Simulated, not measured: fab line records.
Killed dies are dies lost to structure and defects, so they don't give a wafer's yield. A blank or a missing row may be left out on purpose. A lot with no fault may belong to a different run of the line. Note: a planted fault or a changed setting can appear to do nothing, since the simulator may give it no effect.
fab line records | flow sky130
record: lots: 5 | wafers: 15 | last_day: 50
route steps=708 shown POLY_CUT@312 SD_P@320 PAD_OPEN@708
lots that met no fault: from a run of the same line without faults
start_h: start of the lot's first displayed wafer, in hours after the record's first day | wait_h: how many hours have passed since the lot's step before this one | " the same as in the row above | L1.1+2: a row that stands for several wafers | - either no value or no given start | * or withheld: withheld | < > ~ a bound
route shown NAME@n: NAME is a module with steps in the file, n the number in the route of the first one | usual: the fault-free wafers' mean and standard deviation | same: alike in all rows | chamber/n: place in a boat | sites: the reading at each site | _std_site: the values' standard deviation | _edge_site: the outer-site mean with the inner-site mean subtracted | radius_mm: how far each site lies from the wafer's centre | mask NAME#n: copy n | behind: the most recent tool/chamber to have shaped the wafer | hold: why the lot went on hold/how many hours it stayed there/how the hold came to an end | device: the transistor (n, p or np) that didn't switch | end of line: the tests these same wafers got at the end of their route | a step without rows: its recipe alone | killed: the dies lost at the first sort to structure and to defects; this is not the yield of the wafer | map: shows each die of a wafer: x if killed, . if not, _ if none is there
set.NAME: the run value of the setting; set.NAME@STEP: its run value at that earlier step | model.NAME: the simulator's own value behind a step, which no gauge read
certain route steps with their lots: each step a table, each wafer a row
services: when a tool's chamber went out of use (start_h, in hours from the record's first day, below 0 if earlier), for how many hours, and the reason
== steps ==
step: SKY_POLY_CUT_EXPOSE_05
recipe: mask_id: NPCM | na: 0.8 | source_shape: annular | sigma_inner: 0.55 | sigma_outer: 0.85 | target_cd_nm: 270 | dose_mj: 32
step: SKY_POLY_CUT_PEB_06
recipe: peb_temp_c: withheld | peb_time_s: withheld | resist: KrF-thick
step: SKY_POLY_CUT_DEVELOP_07
recipe: develop_time_s: 60 | resist: KrF-thick | dev_temp_c: 21
step: SKY_POLY_CUT_CD_MEAS_08
recipe: target_cd_nm: 270
usual: cd_nm: 270.1/1.2
lot.wafer | tool      | chamber | start_h | wait_h | cd_nm
L698.2    | cd_sem-02 | -       | 564.44  | -      | 268.5
L698.4    | "         | -       | "       | "      | 268.8
L698.6    | "         | -       | "       | "      | 269.0
L700.3    | cd_sem-02 | -       | 583.12  | -      | 268.8
L700.5    | "         | -       | "       | "      | 268.2
L700.6    | "         | -       | "       | "      | 268.8
L705.3    | cd_sem-02 | -       | 626.70  | -      | 269.2
L705.5    | "         | -       | "       | "      | 271.1
L705.6    | "         | -       | "       | "      | 269.9
L712.3    | cd_sem-02 | -       | 681.50  | -      | 269.0
L712.5    | "         | -       | "       | "      | 270.5
L712.6    | "         | -       | "       | "      | 270.6
L720.1    | cd_sem-02 | -       | 739.17  | -      | 268.9
L720.4    | "         | -       | "       | "      | 270.6
L720.6    | "         | -       | "       | "      | 271.2
step: SKY_POLY_CUT_OVL_MEAS_09
usual: POLY_CUT_OVL: 0/4.8
lot.wafer | tool       | chamber | start_h | wait_h | POLY_CUT_OVL[nm]
L698.2    | overlay-02 | -       | 564.55  | 0.1    | 4
L698.4    | "          | -       | "       | "      | -7
L698.6    | "          | -       | "       | "      | -4
L700.3    | overlay-01 | -       | 583.22  | 0.1    | 3
L700.5    | "          | -       | "       | "      | 4
L700.6    | "          | -       | "       | "      | -4
L705.3    | overlay-02 | -       | 626.79  | 0.1    | 1
L705.5    | "          | -       | "       | "      | -3
L705.6    | "          | -       | "       | "      | -1
L712.3    | overlay-01 | -       | 681.59  | 0.1    | -9
L712.5    | "          | -       | "       | "      | 1
L712.6    | "          | -       | "       | "      | -9
L720.1    | overlay-01 | -       | 739.29  | 0.1    | -2
L720.4    | "          | -       | "       | "      | 7
L720.6    | "          | -       | "       | "      | 0
step: SKY_POLY_CUT_ETCH_10
recipe: chemistry: N2/H2 | target: BARC | ion_energy_ev: 200 | source_w: 500 | bias_w: 100 | pressure_mtorr: 30 | n2_flow_sccm: 100 | h2_flow_sccm: 200 | stop_on: SiO2 | time_s: 45.9 | target_depth_a: 600
usual: drypump_motor_current_A: 5.8/0.41 | oes_product_au: 0.855/0.0052 | throttle_valve_pct: 13.226/0.0095
lot.wafer | tool        | chamber | start_h | wait_h | drypump_motor_current_A | oes_product_au | rf_hours_counter_h | throttle_valve_pct
L698.2    | rie_diel-02 | 1       | 564.58  | 0.0    | 5.9                     | 0.846          | 73                 | 13.229
L698.4    | "           | 0       | "       | "      | 5.6                     | 0.861          | 1                  | 13.223
L698.6    | "           | 2       | "       | "      | 6.3                     | 0.852          | -                  | 13.237
L700.3    | rie_diel-03 | 1       | 583.24  | 0.0    | 5.7                     | 0.855          | 3                  | 13.232
L700.5    | "           | 3       | "       | "      | 6.3                     | 0.858          | -                  | 13.217
L700.6    | "           | 2       | "       | "      | 6.1                     | 0.857          | -                  | 13.221
L705.3    | rie_diel-03 | 3       | 626.81  | 0.0    | 6.2                     | 0.856          | 14                 | 13.234
L705.5    | "           | 1       | "       | "      | 5.7                     | 0.853          | -                  | 13.236
L705.6    | "           | 0       | "       | "      | 6.1                     | 0.856          | -                  | 13.232
L712.3    | rie_diel-03 | 3       | 681.61  | 0.0    | 6.2                     | 0.860          | 15                 | 13.238
L712.5    | "           | 1       | "       | "      | 5.7                     | 0.865          | -                  | 13.226
L712.6    | "           | 0       | "       | "      | 6.1                     | 0.860          | -                  | 13.215
L720.1    | rie_diel-03 | 0       | 739.33  | 0.0    | 6.1                     | 0.854          | 11                 | 13.245
L720.4    | "           | 3       | "       | "      | 6.2                     | 0.854          | 17                 | 13.226
L720.6    | "           | 0       | "       | "      | 6.1                     | 0.859          | -                  | 13.234
step: SKY_POLY_CUT_ETCH_11
recipe: target: Si3N4 | chemistry: CF4/CH2F2/Ar | stop_on: poly-Si | source_w: 600 | bias_w: 150 | pressure_mtorr: 40 | cf4_flow_sccm: 40 | ch2f2_flow_sccm: 20 | Ar_flow_sccm: 150 | time_s: 42.5 | target_depth_a: 600
usual: drypump_motor_current_A: 5.8/0.41 | oes_product_au: 0.828/0.0067 | throttle_valve_pct: 14.994/0.0081
lot.wafer | tool        | chamber | start_h | wait_h | drypump_motor_current_A | oes_product_au | rf_hours_counter_h | throttle_valve_pct
L698.2    | rie_diel-02 | 1       | 564.62  | 0.0    | 5.9                     | 0.829          | 73                 | 15.004
L698.4    | "           | 0       | "       | "      | 5.5                     | 0.830          | 1                  | 14.990
L698.6    | "           | 2       | "       | "      | 6.3                     | 0.827          | -                  | 14.992
L700.3    | rie_diel-03 | 1       | 583.28  | 0.0    | 5.7                     | 0.816          | 3                  | 14.993
L700.5    | "           | 3       | "       | "      | 6.2                     | 0.816          | -                  | 15.002
L700.6    | "           | 2       | "       | "      | 6.1                     | 0.814          | -                  | 15.004
L705.3    | rie_diel-03 | 3       | 626.86  | 0.0    | 6.2                     | 0.825          | 14                 | 14.989
L705.5    | "           | 1       | "       | "      | 5.7                     | 0.821          | -                  | 15.000
L705.6    | "           | 0       | "       | "      | 6.1                     | 0.818          | -                  | 14.985
L712.3    | rie_diel-03 | 3       | 681.66  | 0.0    | 6.2                     | 0.823          | 15                 | 15.004
L712.5    | "           | 1       | "       | "      | 5.7                     | 0.827          | -                  | 14.999
L712.6    | "           | 0       | "       | "      | 6.1                     | 0.845          | -                  | 14.984
L720.1    | rie_diel-03 | 0       | 739.37  | 0.0    | 6.1                     | 0.832          | 11                 | 14.990
L720.4    | "           | 3       | "       | "      | 6.2                     | 0.832          | 17                 | 15.005
L720.6    | "           | 0       | "       | "      | 6.1                     | 0.826          | -                  | 14.997
step: SKY_POLY_CUT_STRIP_12
recipe: chemistry: O2/N2 | power_w: 1400 | pressure_mtorr: 1500 | platen_temp_c: withheld | o2_flow_sccm: 3000 | n2_flow_sccm: 300 | overash_fraction: 0.5
usual: drypump_motor_current_A: 5.6/0.58 | oes_product_au: 0.452/0.005 | strip_time_to_endpoint_s: 5.362/0.019
lot.wafer | tool            | chamber | start_h | wait_h | drypump_motor_current_A | oes_product_au | rf_hours_counter_h | strip_time_to_endpoint_s
L698.2    | plasma_asher-03 | 1       | 564.66  | 0.0    | 5.3                     | 0.449          | 88                 | 5.320
L698.4    | "               | 0       | "       | "      | 5.5                     | 0.458          | -                  | 5.339
L698.6    | "               | 1       | "       | "      | 5.4                     | 0.449          | -                  | 5.344
L700.3    | plasma_asher-04 | 0       | 583.36  | 0.1    | 6.6                     | 0.449          | -                  | 5.374
L700.5    | "               | 1       | "       | "      | 5.9                     | 0.453          | -                  | 5.394
L700.6    | "               | 0       | "       | "      | 6.6                     | 0.453          | -                  | 5.378
L705.3    | plasma_asher-01 | 0       | 626.93  | 0.1    | 5.3                     | 0.450          | -                  | 5.320
L705.5    | "               | 0       | "       | "      | 5.2                     | 0.458          | -                  | 5.342
L705.6    | "               | 1       | "       | "      | 4.9                     | 0.453          | -                  | 5.375
L712.3    | plasma_asher-03 | 1       | 681.73  | 0.1    | 5.4                     | 0.449          | -                  | 5.376
L712.5    | "               | 1       | "       | "      | 5.3                     | 0.449          | -                  | 5.389
L712.6    | "               | 0       | "       | "      | 5.5                     | 0.454          | -                  | 5.367
L720.1    | plasma_asher-04 | 1       | 739.41  | 0.0    | 5.8                     | 0.458          | 60                 | 5.365
L720.4    | "               | 1       | "       | "      | 5.8                     | 0.453          | -                  | 5.374
L720.6    | "               | 1       | "       | "      | 5.9                     | 0.457          | -                  | 5.375
step: SKY_SD_P_DEHYDRATE_00
recipe: temp_c: 200 | time_s: 60
step: SKY_SD_P_HMDS_01
recipe: prime_time_s: 60 | prime_temp_c: 120
step: SKY_SD_P_COAT_02
recipe: resist: NOVOLAK | spin_rpm: 3000 | resist_thk_nm: 1140
step: SKY_SD_P_SOFTBAKE_03
recipe: temp_c: 90 | time_s: 60 | resist: NOVOLAK
step: SKY_SD_P_EXPOSE_04
recipe: mask_id: PSDM | na: 0.6 | source_shape: conventional | sigma_outer: 0.6 | polarization: unpolarized | target_cd_nm: 380 | dose_mj: 138
lot.wafer  | tool             | chamber | start_h | wait_h | mask
L698.2+4+6 | iline_stepper-01 | 0       | 579.92  | -      | PSDM#0
L700.3+5+6 | iline_stepper-01 | 0       | 597.73  | -      | PSDM#0
L705.3+5+6 | iline_stepper-01 | 0       | 641.50  | -      | PSDM_R1#0
L712.3+5+6 | iline_stepper-02 | 0       | 695.03  | -      | PSDM#0
L720.1+4+6 | iline_stepper-02 | 0       | 752.64  | -      | PSDM#0
step: SKY_SD_P_PEB_05
recipe: temp_c: withheld | time_s: * | resist: NOVOLAK
step: SKY_SD_P_DEVELOP_06
recipe: resist: NOVOLAK | developer: TMAH | develop_time_s: 60 | dev_temp_c: 23
step: SKY_SD_P_CD_MEAS_07
recipe: target_cd_nm: 380
usual: cd_nm: 379.4/2.3
lot.wafer | tool      | chamber | start_h | wait_h | cd_nm
L698.2    | cd_sem-01 | -       | 594.10  | 0.1    | 382.7
L698.4    | "         | -       | "       | "      | 385.7
L698.6    | "         | -       | "       | "      | 385.4
L700.3    | cd_sem-01 | -       | 612.37  | 0.1    | 378.5
L700.5    | "         | -       | "       | "      | 377.3
L700.6    | "         | -       | "       | "      | 377.4
L705.3    | cd_sem-02 | -       | 655.16  | 0.1    | 305.0
L705.5    | "         | -       | "       | "      | 303.1
L705.6    | "         | -       | "       | "      | 303.1
L712.3    | cd_sem-02 | -       | 709.18  | 0.1    | 380.8
L712.5    | "         | -       | "       | "      | 381.3
L712.6    | "         | -       | "       | "      | 380.1
L720.1    | cd_sem-01 | -       | 766.17  | 0.1    | 381.4
L720.4    | "         | -       | "       | "      | 379.1
L720.6    | "         | -       | "       | "      | 378.1
step: SKY_SD_P_OVL_MEAS_08
usual: SD_P_OVL: -0.4/1.2
lot.wafer | tool       | chamber | start_h | wait_h | SD_P_OVL[nm]
L698.2    | overlay-02 | -       | 594.21  | 0.1    | 0.6
L698.4    | "          | -       | "       | "      | 0.6
L698.6    | "          | -       | "       | "      | -0.5
L700.3    | overlay-01 | -       | 612.47  | 0.1    | 0.2
L700.5    | "          | -       | "       | "      | 0.3
L700.6    | "          | -       | "       | "      | -0.1
L705.3    | overlay-02 | -       | 655.26  | 0.1    | 1.3
L705.5    | "          | -       | "       | "      | 1.1
L705.6    | "          | -       | "       | "      | 1.3
L712.3    | overlay-01 | -       | 709.27  | 0.1    | -0.6
L712.5    | "          | -       | "       | "      | -1.5
L712.6    | "          | -       | "       | "      | -1.4
L720.1    | overlay-02 | -       | 766.29  | 0.1    | 0.6
L720.4    | "          | -       | "       | "      | 0.9
L720.6    | "          | -       | "       | "      | 0.6
step: SKY_PAD_OPEN_PROBE_99
usual: killed_at_M0_to_M3: 42/5.8 | killed_at_M4_up: 3.0/2 | killed_at_contacts: 24/5.5 | killed_at_front_end: 15/3.9 | killed_at_other: 0.3/0.54 | killed_dies: 85/8.8 | killed_on_rim: 16/3.7 | killed_open: 47/6.8 | killed_short: 38/5.9
same: gross_dies: 492 | killed_at_back_side: 0
lot.wafer | tool      | chamber | start_h | wait_h | killed_at_M0_to_M3 | killed_at_M4_up | killed_at_contacts | killed_at_front_end | killed_at_other | killed_dies | killed_on_rim | killed_open | killed_short
L698.2    | prober-02 | -       | 1088.67 | 0.1    | 35                 | 5               | 23                 | 16                  | 0               | 79          | 16            | 41          | 38
L698.4    | prober-02 | -       | 1088.77 | 0.2    | 44                 | 3               | 38                 | 19                  | 0               | 104         | 14            | 54          | 50
L698.6    | prober-02 | -       | 1088.87 | 0.2    | 34                 | 0               | 11                 | 22                  | 0               | 67          | 19            | 32          | 35
L700.3    | prober-02 | -       | 1097.44 | 0.2    | 43                 | 2               | 19                 | 20                  | 0               | 84          | 19            | 47          | 37
L700.5    | prober-02 | -       | 1097.54 | 0.2    | 42                 | 3               | 29                 | 14                  | 0               | 88          | 17            | 55          | 33
L700.6    | prober-02 | -       | 1097.59 | 0.2    | 33                 | 1               | 23                 | 10                  | 0               | 67          | 18            | 37          | 30
L705.3    | prober-01 | -       | 1130.12 | 0.2    | 50                 | 1               | 22                 | 16                  | 1               | 90          | 20            | 54          | 36
L705.5    | prober-01 | -       | 1130.22 | 0.2    | 42                 | 5               | 20                 | 14                  | 0               | 81          | 15            | 52          | 28
L705.6    | prober-01 | -       | 1130.27 | 0.2    | 41                 | 6               | 23                 | 16                  | 0               | 86          | 21            | 53          | 33
killed by level:class
L698.2 VIA1:geometric_particle:open=8 FIELD_ISO:geometric_particle:open=7 CONTACT:geometric_particle:open=7 CONTACT:geometric_particle:short=6 LOCAL_INTERCONNECT:geometric_particle:short=5 VIA2:geometric_particle:open=5 VIA3:geometric_particle:open=5 FIELD_ISO:geometric_particle:short=4
L698.4 VIA1:geometric_particle:open=13 CONTACT:geometric_particle:open=13 LI_CONTACT:geometric_particle:open=8 LOCAL_INTERCONNECT:geometric_particle:short=7 METAL1:geometric_particle:short=6 VIA3:geometric_particle:open=6 CONTACT:geometric_particle:short=6 METAL2:geometric_particle:short=5
L698.6 VIA1:geometric_particle:open=12 POLY_GATE:geometric_particle:short=6 FIELD_ISO:geometric_particle:short=5 CONTACT:geometric_particle:short=5 METAL1:geometric_particle:short=5 METAL2:geometric_particle:short=5 POLY_GATE:geometric_particle:open=4 FIELD_ISO:geometric_particle:open=3
L700.3 VIA1:geometric_particle:open=10 POLY_GATE:geometric_particle:open=6 CONTACT:geometric_particle:open=6 VIA2:geometric_particle:open=6 CONTACT:geometric_particle:short=5 VIA3:geometric_particle:open=5 POLY_GATE:geometric_particle:short=4 LI_CONTACT:geometric_particle:open=4
L700.5 LI_CONTACT:geometric_particle:open=12 VIA1:geometric_particle:open=11 CONTACT:geometric_particle:open=8 VIA2:geometric_particle:open=8 POLY_GATE:geometric_particle:open=5 METAL2:geometric_particle:short=5 LI_CONTACT:geometric_particle:short=4 VIA2:geometric_particle:short=4
L700.6 CONTACT:geometric_particle:open=8 LI_CONTACT:geometric_particle:open=6 VIA1:geometric_particle:open=5 METAL2:geometric_particle:short=5 VIA2:geometric_particle:open=5 FIELD_ISO:geometric_particle:short=4 LI_CONTACT:geometric_particle:short=4 VIA3:geometric_particle:short=4
L705.3 VIA1:geometric_particle:open=11 VIA2:geometric_particle:open=8 LI_CONTACT:geometric_particle:open=8 CONTACT:geometric_particle:open=8 METAL2:geometric_particle:short=6 VIA3:geometric_particle:open=6 FIELD_ISO:geometric_particle:open=4 VIA1:geometric_particle:short=4
L705.5 VIA1:geometric_particle:open=12 CONTACT:geometric_particle:open=7 LI_CONTACT:geometric_particle:open=6 VIA2:geometric_particle:open=6 VIA3:geometric_particle:open=6 METAL4:geometric_particle:short=5 POLY_CUT:geometric_particle:open=4 METAL1:geometric_particle:short=4
L705.6 VIA1:geometric_particle:open=10 VIA2:geometric_particle:open=10 CONTACT:geometric_particle:open=8 METAL1:geometric_particle:short=6 LI_CONTACT:geometric_particle:open=6 FIELD_ISO:geometric_particle:open=5 FIELD_ISO:geometric_particle:short=4 METAL1:geometric_particle:open=4
== services ==
tool             | chamber | start_h | hours | kind
iline_stepper-02 | -       | 544.51  | 9.9   | repair
rie_diel-03      | 2       | 559.07  | 2.4   | repair
iline_stepper-02 | -       | 580.47  | 1.7   | pm
iline_stepper-02 | -       | 589.57  | 14.3  | repair
plasma_asher-01  | -       | 594.66  | 3.3   | repair
iline_stepper-01 | 0       | 598.04  | -     | calibration
iline_stepper-01 | -       | 604.02  | 1.7   | pm
rie_diel-03      | -       | 618.88  | 0.4   | repair
rie_diel-02      | 1       | 634.52  | 12.4  | repair
rie_diel-03      | 3       | 646.55  | 16.6  | repair
rie_diel-02      | 1       | 646.94  | -     | clean
rie_diel-02      | 1       | 646.94  | 36.3  | scheduled_down
rie_diel-02      | 1       | 646.94  | 36.3  | vent_cycle
plasma_asher-01  | -       | 652.99  | 6.3   | repair
rie_diel-03      | -       | 658.60  | 2.8   | pm
plasma_asher-04  | -       | 718.68  | 1.3   | repair
rie_diel-03      | 2       | 732.27  | 5.9   | repair
iline_stepper-02 | 0       | 732.56  | -     | calibration
plasma_asher-03  | -       | 733.75  | 9.0   | pm
plasma_asher-03  | 0       | 733.75  | 9.0   | vent_cycle
plasma_asher-03  | 1       | 733.75  | 9.0   | vent_cycle
plasma_asher-03  | 0       | 742.75  | -     | clean
rie_diel-02      | 0       | 747.47  | 3.9   | repair
iline_stepper-01 | -       | 749.98  | 28.9  | pm
== key ==
first_sign: step: SKY_SD_P_EXPOSE_04 | reading: mask | direction: changed
effect: step: SKY_SD_P_CD_MEAS_07 | reading: cd_nm | direction: down | sigmas: 33 | usual: 379.4 | struck: 303.7
met_at SKY_SD_P_EXPOSE_04
struck_wafers L705.3,L705.5,L705.6
tester_left_out L705
onset_between 597.73 641.50
fault: kind: wrong_mask | tool: any | chamber: - | onset_h: 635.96 | steps: SKY_SD_P_EXPOSE_04 | aux_copy: PSDM_R1#0 | cd_offset_nm: -76 | scope: struck_lots_only
tester_left_out: of these lots the tester's yield and bins aren't shown, on N5 and GAA mostly nor the transistor test; their killed dies are dies lost to structure and defects alone, not to doping, threshold or leakage, so they don't give the yield
